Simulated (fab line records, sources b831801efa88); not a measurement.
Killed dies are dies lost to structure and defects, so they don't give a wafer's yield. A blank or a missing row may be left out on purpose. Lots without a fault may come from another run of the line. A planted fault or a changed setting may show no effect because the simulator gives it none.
fab line records | flow sky130
record lots=6 wafers=18 last_day=50
route steps=708 shown CAP2M@620 METAL4@621 PAD_OPEN@708
lots that met no fault: from a run of the same line without faults
start_h: hours from the record's first day to the start of the lot's first wafer shown | wait_h: hours since the lot's step before | " the same as in the row above | L1.1+2: a row that stands for several wafers | - no value, or no start given | * or withheld: withheld | < > ~ a bound
route shown NAME@n: a module of which the file shows steps, and the number in the route of the first | usual: mean/standard deviation of fault-free wafers | same: alike in all rows | chamber/n: place in a boat | sites: the reading at each site | _std_site: their standard deviation | _edge_site: outer sites' mean less inner sites' | radius_mm: how far each site lies from the wafer's centre | mask NAME#n: copy n | behind: the tool/chamber that last shaped the wafer | hold: why the lot was held/for how many hours/how that ended | device: the transistor (n, p or np) that didn't switch | end of line: the same wafers' tests at the end of the route | a step without rows: its recipe alone | killed: dies lost to structure and defects at the first sort, not the wafer's yield | map: a wafer's dies, x killed, . not, _ none there
set.NAME: the setting as run; set.NAME@STEP: as run at that earlier step | model.NAME: the simulator's own value behind a step, which no gauge read
lots at some steps of the route; a table a step, a row a wafer
services: from which hour (start_h, from the record's first day; less than 0 if before it) a tool's chamber was out of use, for how many hours, and why
## steps
# step SKY_CAP2M_CLEAN_17
# recipe chemistry=O3/DIW dry=n2_spin
# step SKY_METAL4_DEHYDRATE_05
# recipe temp_c=200 time_s=60
# step SKY_METAL4_HMDS_06
# recipe prime_time_s=60 prime_temp_c=120
# step SKY_METAL4_COAT_07
# recipe resist=BARC temp_c=withheld time_s=withheld spin_rpm=3000 resist_thk_nm=60
# step SKY_METAL4_COAT_08
# recipe resist=KrF-thick spin_rpm=3000 resist_thk_nm=1140
# step SKY_METAL4_SOFTBAKE_09
# recipe temp_c=100 time_s=90 resist=KrF-thick
# step SKY_METAL4_EXPOSE_10
# recipe mask_id=MM4 na=0.68 source_shape=annular sigma_inner=0.4 sigma_outer=0.8 target_cd_nm=300 dose_mj=28
# step SKY_METAL4_PEB_11
# recipe peb_temp_c=withheld peb_time_s=withheld resist=KrF-thick
# step SKY_METAL4_DEVELOP_12
# recipe develop_time_s=60 resist=KrF-thick dev_temp_c=21
# step SKY_METAL4_CD_MEAS_13
# recipe target_cd_nm=300
# usual cd_nm=299.8/1.9
# columns lot.wafer tool chamber start_h wait_h cd_nm
L737.1 cd_sem-01 - 971.96 - 299.4
L737.3 " - " " 300.9
L737.4 " - " " 299.3
L744.3 cd_sem-02 - 1027.90 - 300.0
L744.4 " - " " 298.9
L744.6 " - " " 300.9
L745.2 cd_sem-01 - 1044.33 - 299.6
L745.3 " - " " 299.5
L745.5 " - " " 300.7
L746.2 cd_sem-01 - 1059.18 - 300.8
L746.4 " - " " 299.7
L746.6 " - " " 300.6
L756.2 cd_sem-01 - 1102.13 - 301.2
L756.5 " - " " 300.4
L756.6 " - " " 302.1
L759.2 cd_sem-01 - 1117.18 - 298.4
L759.4 " - " " 296.2
L759.6 " - " " 296.3
# step SKY_METAL4_OVL_MEAS_14
# usual METAL4_OVL=-1/5.4
# columns lot.wafer tool chamber start_h wait_h METAL4_OVL[nm]
L737.1 overlay-01 - 972.08 0.1 -5
L737.3 " - " " -8
L737.4 " - " " -4
L744.3 overlay-01 - 1027.99 0.1 2
L744.4 " - " " 1
L744.6 " - " " 5
L745.2 overlay-01 - 1044.44 0.1 1
L745.3 " - " " 9
L745.5 " - " " 3
L746.2 overlay-01 - 1059.28 0.1 -7
L746.4 " - " " -11
L746.6 " - " " -6
L756.2 overlay-02 - 1102.23 0.1 5
L756.5 " - " " 2
L756.6 " - " " -1
L759.2 overlay-02 - 1117.29 0.1 -6
L759.4 " - " " -11
L759.6 " - " " -12
# step SKY_METAL4_DESCUM_15
# recipe chemistry=O2 source_power_w=150 bias_power_w=0 pressure_mtorr=10 temp_c=40 time_s=8
# usual drypump_motor_current_A=5.9/0.47 oes_product_au=1.006/0.011
# columns lot.wafer tool chamber start_h wait_h drypump_motor_current_A oes_product_au rf_hours_counter_h
L737.1 rie_metal-01 0 972.11 0.0 5.1 1.006 10
L737.3 " 1 " " 6.0 1.009 -
L737.4 " 0 " " 5.1 1.008 -
L744.3 rie_metal-02 0 1028.02 0.0 6.6 0.990 -
L744.4 " 1 " " 6.0 1.009 -
L744.6 " 0 " " 6.6 0.996 -
L745.2 rie_metal-02 1 1044.47 0.0 6.0 1.012 12
L745.3 " 1 " " 6.0 1.022 -
L745.5 " 1 " " 6.0 1.013 -
L746.2 rie_metal-02 1 1059.31 0.0 6.0 1.007 13
L746.4 " 1 " " 6.0 1.014 -
L746.6 " 1 " " 6.0 1.006 -
L756.2 rie_metal-03 1 1102.26 0.0 5.6 1.033 16
L756.5 " 1 " " 5.6 1.029 -
L756.6 " 0 " " 5.4 1.014 -
L759.2 rie_metal-01 0 1117.32 0.0 5.1 0.995 15
L759.4 " 1 " " 6.0 1.004 -
L759.6 " 1 " " 6.0 1.003 -
# step SKY_METAL4_ETCH_16
# recipe chemistry=N2/H2 target=BARC ion_energy_ev=200 bias_w=100 pressure_mtorr=30 n2_flow_sccm=100 h2_flow_sccm=200 icp_w=500 stop_on=SiO2 time_s=88.2 target_depth_a=600
# usual bias_w=100.05/0.29 drypump_motor_current_A=5.9/0.46 oes_product_au=0.626/0.0046 throttle_valve_pct=13.205/0.0084
# columns lot.wafer tool chamber start_h wait_h bias_w drypump_motor_current_A oes_product_au rf_hours_counter_h throttle_valve_pct
L737.1 rie_metal-01 0 972.15 0.0 100.73 5.1 0.621 10 13.204
L737.3 " 1 " " 100.09 6.0 0.623 - 13.218
L737.4 " 0 " " 100.48 5.1 0.628 - 13.209
L744.3 rie_metal-02 0 1028.08 0.0 100.58 6.5 0.617 - 13.202
L744.4 " 1 " " 99.88 6.0 0.627 - 13.202
L744.6 " 0 " " 100.08 6.6 0.626 - 13.219
L745.2 rie_metal-02 1 1044.50 0.0 103.15 6.0 0.616 12 13.219
L745.3 " 1 " " 103.03 6.0 0.624 - 13.207
L745.5 " 1 " " 102.78 6.0 0.626 - 13.202
L746.2 rie_metal-02 1 1059.34 0.0 102.81 6.0 0.623 13 13.198
L746.4 " 1 " " 102.79 6.0 0.619 - 13.208
L746.6 " 1 " " 102.91 6.0 0.619 - 13.199
L756.2 rie_metal-03 1 1102.29 0.0 100.30 5.6 0.619 16 13.198
L756.5 " 1 " " 99.94 5.6 0.631 - 13.205
L756.6 " 0 " " 99.75 5.4 0.621 - 13.189
L759.2 rie_metal-01 0 1117.35 0.0 100.18 5.1 0.624 15 13.199
L759.4 " 1 " " 99.67 6.0 0.626 - 13.195
L759.6 " 1 " " 100.14 6.0 0.615 - 13.199
# step SKY_METAL4_ETCH_17
# recipe target=SiO2 stop_on=TiN chemistry=C4F8/O2/Ar source_w=1500 bias_w=1200 pressure_mtorr=40 c4f8_flow_sccm=withheld O2_flow_sccm=6 Ar_flow_sccm=300 time_s=3.9 target_depth_a=150
# usual bias_w=1200/3.8 oes_product_au=0.753/0.0067
# columns lot.wafer tool chamber start_h wait_h bias_w oes_product_au rf_hours_counter_h
L737.1 rie_diel-03 3 972.24 0.1 1207 0.749 24
L737.3 " 1 " " 1204 0.751 19
L737.4 " 2 " " 1198 0.756 16
L744.3 rie_diel-04 3 1028.14 0.0 1204 0.748 4
L744.4 " 1 " " 1196 0.760 -
L744.6 " 0 " " 1196 0.761 -
L745.2 rie_diel-04 1 1044.60 0.1 1196 0.738 15
L745.3 " 3 " " 1209 0.745 4
L745.5 " 2 " " 1201 0.753 -
L746.2 rie_diel-02 1 1059.44 0.1 1204 0.751 21
L746.4 " 2 " " 1202 0.746 23
L746.6 " 3 " " 1200 0.753 -
L756.2 rie_diel-04 3 1102.39 0.1 1202 0.750 6
L756.5 " 3 " " 1201 0.766 -
L756.6 " 0 " " 1201 0.760 -
L759.2 rie_diel-03 0 1117.45 0.1 1199 0.753 12
L759.4 " 2 " " 1200 0.755 20
L759.6 " 1 " " 1197 0.763 -
# step SKY_PAD_OPEN_PROBE_99
# usual defect_limited_yield=82.5/1.8 killed_at_M0_to_M3=42/6.6 killed_at_M4_up=3.0/1.8 killed_at_contacts=25/5.1 killed_at_front_end=15/4.4 killed_at_other=0.3/0.56 killed_dies=86/8.6 killed_open=47/6.9 killed_short=38/6 sort_bin_3_pad_short=0.8/0.42 sort_bin_5_function=10.6/1.5 sort_bin_6_memory=6.1/1.1 sort_n_pass=406/8.6 sort_yield_pct=82.5/1.8
# same gross_dies=492 killed_at_back_side=0 sort_bin_4_leakage[%]=0 sort_bin_8_speed[%]=0
# columns lot.wafer tool chamber start_h wait_h defect_limited_yield[%] killed_at_M0_to_M3 killed_at_M4_up killed_at_contacts killed_at_front_end killed_at_other killed_dies killed_open killed_short sort_bin_3_pad_short[%] sort_bin_5_function[%] sort_bin_6_memory[%] sort_n_pass sort_yield_pct[%]
L737.1 prober-01 - 1068.47 0.1 83.1 42 5 22 13 1 83 45 37 0.4 8.7 7.7 409 83.1
L737.3 prober-01 - 1068.57 0.2 81.3 46 2 27 17 0 92 55 36 0.6 13.0 5.1 400 81.3
L737.4 prober-01 - 1068.62 0.2 84.1 38 3 17 20 0 78 50 27 0.4 9.3 6.1 414 84.1
L745.2 prober-01 - 1131.98 0.1 83.3 37 4 25 16 0 82 46 36 1.2 9.1 6.3 410 83.3
L745.3 prober-01 - 1132.03 0.2 84.6 39 1 20 15 1 76 48 28 0.4 11.0 4.1 416 84.6
L745.5 prober-01 - 1132.13 0.2 84.8 41 2 17 15 0 75 47 28 0.4 9.3 5.5 417 84.8
L746.2 prober-02 - 1145.31 0.1 82.3 34 7 26 20 0 87 53 34 1.6 9.1 6.9 405 82.3
L746.4 prober-02 - 1145.41 0.2 81.7 42 4 29 14 1 90 54 36 0.8 11.4 6.1 402 81.7
L746.6 prober-02 - 1145.51 0.2 82.7 49 2 22 11 1 85 44 40 1.0 10.4 5.9 407 82.7
# killed by level:class
L737.1 CONTACT:geometric_particle:open=13 VIA1:geometric_particle:open=10 METAL1:geometric_particle:short=6 POLY_GATE:geometric_particle:short=5 VIA3:geometric_particle:open=5 METAL2:geometric_particle:short=5 METAL4:geometric_particle:short=5 LI_CONTACT:geometric_particle:open=4
L737.3 CONTACT:geometric_particle:open=13 VIA1:geometric_particle:open=9 LI_CONTACT:geometric_particle:open=8 VIA2:geometric_particle:open=7 FIELD_ISO:geometric_particle:short=5 VIA1:geometric_particle:short=5 VIA2:geometric_particle:short=5 VIA3:geometric_particle:open=5
L737.4 VIA2:geometric_particle:open=11 CONTACT:geometric_particle:open=9 VIA1:geometric_particle:open=8 FIELD_ISO:geometric_particle:short=6 POLY_GATE:geometric_particle:open=5 LI_CONTACT:geometric_particle:open=5 METAL1:geometric_particle:short=5 FIELD_ISO:geometric_particle:open=4
L745.2 VIA1:geometric_particle:open=10 LI_CONTACT:geometric_particle:open=7 VIA3:geometric_particle:open=7 FIELD_ISO:geometric_particle:short=6 CONTACT:geometric_particle:open=6 FIELD_ISO:geometric_particle:open=5 METAL2:geometric_particle:short=5 CONTACT:geometric_particle:short=4
L745.3 VIA1:geometric_particle:open=12 CONTACT:geometric_particle:open=9 VIA2:geometric_particle:open=6 VIA3:geometric_particle:open=6 CONTACT:geometric_particle:short=5 METAL1:geometric_particle:short=5 VIA2:geometric_particle:short=4 FIELD_ISO:geometric_particle:open=3
L745.5 VIA1:geometric_particle:open=10 VIA3:geometric_particle:open=7 CONTACT:geometric_particle:open=7 LI_CONTACT:geometric_particle:open=5 METAL1:geometric_particle:short=5 METAL2:geometric_particle:short=5 FIELD_ISO:geometric_particle:short=4 FIELD_ISO:geometric_particle:open=4
L746.2 VIA1:geometric_particle:open=15 FIELD_ISO:geometric_particle:open=9 CONTACT:geometric_particle:open=9 METAL4:geometric_particle:short=7 FIELD_ISO:geometric_particle:short=6 LI_CONTACT:geometric_particle:open=5 VIA2:geometric_particle:open=5 CONTACT:geometric_particle:short=4
L746.4 CONTACT:geometric_particle:open=12 VIA3:geometric_particle:open=11 LI_CONTACT:geometric_particle:open=8 VIA1:geometric_particle:open=7 METAL2:geometric_particle:short=7 CONTACT:geometric_particle:short=5 SPACER:geometric_particle:short=4 FIELD_ISO:geometric_particle:open=3
L746.6 CONTACT:geometric_particle:open=10 VIA3:geometric_particle:open=8 VIA1:geometric_particle:short=8 VIA1:geometric_particle:open=7 METAL2:geometric_particle:short=6 VIA2:geometric_particle:open=5 LI_CONTACT:geometric_particle:open=4 CONTACT:geometric_particle:short=4
## services
# columns tool chamber start_h hours kind
rie_diel-02 3 963.04 4.5 repair
rie_diel-02 0 967.56 - clean
rie_diel-02 0 967.56 21.3 scheduled_down
rie_diel-02 0 967.56 21.3 vent_cycle
rie_metal-01 - 974.02 67.0 repair
rie_metal-02 0 975.54 - clean
rie_metal-02 0 975.54 25.9 scheduled_down
rie_metal-02 0 975.54 25.9 vent_cycle
rie_diel-04 2 1028.10 7.5 repair
rie_diel-04 2 1035.77 4.9 repair
rie_metal-01 - 1041.07 1.4 pm
rie_diel-03 - 1043.62 2.8 pm
rie_diel-04 3 1048.69 10.1 repair
rie_metal-03 - 1067.65 0.3 repair
rie_diel-04 1 1092.31 4.4 repair
rie_diel-02 0 1100.74 5.2 repair
## key
first_sign step=SKY_METAL4_ETCH_16 reading=bias_w direction=up sigmas=9.8 usual=100.05 struck=102.91
effect none on later readings
met_at SKY_METAL4_ETCH_16
struck_wafers L745.2,L745.3,L745.5,L746.2,L746.4,L746.6
onset_between 1028.08 1044.50
fault kind=process_parameter_drift tool=rie_metal-02 chamber=- onset_h=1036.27 steps=SKY_METAL4_ETCH_16 channel=bias_w offset=2.7444 shape=step end_h=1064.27 acts_in=these_recipes_only stated=100
